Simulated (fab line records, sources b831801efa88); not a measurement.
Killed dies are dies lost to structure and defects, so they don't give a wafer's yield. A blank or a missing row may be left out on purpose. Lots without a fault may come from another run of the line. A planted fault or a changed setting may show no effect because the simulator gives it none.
A struck lot beside a sound one | flow sky130 | 24 steps out of a route of 708
Sound: wafers L177.1, L177.2, L177.6. Struck: wafers L189.3, L189.5, L189.6. The cause comes at the end.
At each step with rows: each side's tool, then ch and its chambers, then its first start. Under that, the readings that differ: sound wafers | struck wafers | difference of the means | sigmas: that difference in standard deviations of wafers without a fault.
alike: readings whose means differ by less than 2 such deviations, and words and numbers that are the same on both sides. not compared: withheld readings, readings that some wafer has no value for, bounds like >300 that may hide the same value, and numbers for which the record gives no deviation and whose values overlap.
The two part at a step that has a row with sigmas, a row that says differs or no value, or rows on one side only. Numbers that don't overlap but have no deviation are shown without sigmas and don't part them. A reading that every wafer of one side lacks parts them only if that side has two wafers or more.

first, 6 steps without rows for these wafers: SKY_PWDE_HMDS_01 (prime time 60 s); SKY_PWDE_COAT_02 (resist thk 3000 nm); SKY_PWDE_SOFTBAKE_03; SKY_PWDE_EXPOSE_04 (exposes mask PWDEM, target cd 840 nm); SKY_PWDE_PEB_05; SKY_PWDE_DEVELOP_06 (develop time 60 s).
SKY_PWDE_OVL_MEAS_07:
  sound on overlay-01, day 4 19:46; struck on overlay-01, day 7 07:50
  alike: PWDE_OVL
then, 1 step without rows for these wafers: SKY_PWDE_IMPLANT_08.
SKY_PWDE_STRIP_09: strips in O2/N2.
  sound on plasma_asher-01 ch 0,1, day 4 19:58; struck on plasma_asher-01 ch 0,1, day 7 08:02
  alike: drypump_motor_current_A, oes_product_au, strip_time_to_endpoint_s
  not compared: rf_hours_counter_h
SKY_PWDE_TW_MEAS_10:
  sound on film_metro-02, day 4 20:04; struck on film_metro-01, day 7 08:07
  alike: PWDE_TW
then, 2 steps without rows for these wafers: SKY_NWELL_DEHYDRATE_03 (time 60 s); SKY_NWELL_HMDS_04 (prime time 60 s).
SKY_NWELL_COAT_05: resist thk 3000 nm.
  sound on litho_track-03 ch 0, day 5 04:22; struck on litho_track-03 ch 0, day 7 17:25
  reading                                 | sound          | struck         | difference | sigmas
  model.coat_of_NWELL_COAT_05.thk_nm (nm) | 2988 2987 2988 | 1229 1226 1225 | -1761      |
  alike: resist_line_temp_C
then, 3 steps without rows for these wafers: SKY_NWELL_SOFTBAKE_06; SKY_NWELL_EXPOSE_07 (exposes mask NWM, target cd 840 nm); SKY_NWELL_PEB_08.
SKY_NWELL_DEVELOP_09: develop time 60 s.
  sound on litho_track-01 ch 0; struck on litho_track-03 ch 0
  reading                                 | sound          | struck         | difference | sigmas
  model.coat_of_NWELL_COAT_05.thk_nm (nm) | 2984 2983 2984 | 1225 1222 1220 | -1761      |
  alike: resist_line_temp_C
SKY_NWELL_OVL_MEAS_10:
  sound on overlay-02, day 5 12:58; struck on overlay-02, day 8 03:44
  alike: NWELL_00_OVL
then, 3 steps without rows for these wafers: SKY_NWELL_IMPLANT_11; SKY_NWELL_IMPLANT_12; SKY_NWELL_IMPLANT_13.
SKY_NWELL_STRIP_14: strips in O2/N2.
  sound on plasma_asher-03 ch 0,1, day 5 13:26; struck on plasma_asher-01 ch 0,1, day 8 04:14
  reading                      | sound             | struck            | difference | sigmas
  oes_product_au (a.u.)        | 0.721 0.725 0.719 | 0.713 0.713 0.710 | -0.010     | -2
  strip_time_to_endpoint_s (s) | 36.78 36.77 36.78 | 16.24 16.20 16.18 | -20.57     | -99 or more
  alike: drypump_motor_current_A
  not compared: rf_hours_counter_h
SKY_NWELL_TW_MEAS_15:
  sound on film_metro-02, day 5 13:32; struck on film_metro-04, day 8 04:19
  alike: NWELL_TW
-- the record jumps here: 41 days lie between the struck wafers' starts before and after (it left off in module NWELL and takes up again in module PAD_OPEN, whose first step shown is number 708 of the route) --
SKY_PAD_OPEN_PROBE_99:
  sound on prober-02, day 46 15:05; struck on prober-01, day 49 08:13
  reading                                     | sound                         | struck                        | difference | sigmas
  model.etest.pfet_16v.r_on_ohm_um            | 1.478e+04 1.515e+04 1.506e+04 | 1.583e+04 1.599e+04 1.638e+04 | +1.070e+03 |
  model.etest.nfet_16v.r_on_ohm_um            | 1.408e+04 1.418e+04 1.412e+04 | 1.34e+04 1.354e+04 1.358e+04  | -6.20e+02  |
  model.etest.res_nwell.line_ohm_um           | 1068 1104 1086                | 865.5 871.3 890.2             | -210.3     |
  model.etest.res_nwell.width_nm (nm)         | 835.9 835.3 835.5             | 993.5 994 1003                | +161.3     |
  model.etest.res_iso_pwell.width_nm (nm)     | 2649 2644 2639                | 2542 2551 2527                | -104       |
  model.etest.pfet_16v.drive_ua_um            | 254.9 248.8 249.7             | 227.4 224.1 223.4             | -26.2      |
  model.etest.iso_nwell_nwell.leak_log10_a_um | -13.2 -13.35 -13.39           | -11.03 -10.96 -10.73          | +2.41      |
  alike: killed_at_M0_to_M3, killed_at_M4_up, killed_at_contacts, killed_at_front_end, killed_at_other, killed_dies, killed_open, killed_short
  not compared: model.etest.nfet_16v.drive_ua_um

WHERE THEY PART
Only at SKY_NWELL_STRIP_14, within this record. Later steps at which nothing parts them and some readings are alike: SKY_NWELL_TW_MEAS_15, SKY_PAD_OPEN_PROBE_99.

WHY: what the simulator had put in
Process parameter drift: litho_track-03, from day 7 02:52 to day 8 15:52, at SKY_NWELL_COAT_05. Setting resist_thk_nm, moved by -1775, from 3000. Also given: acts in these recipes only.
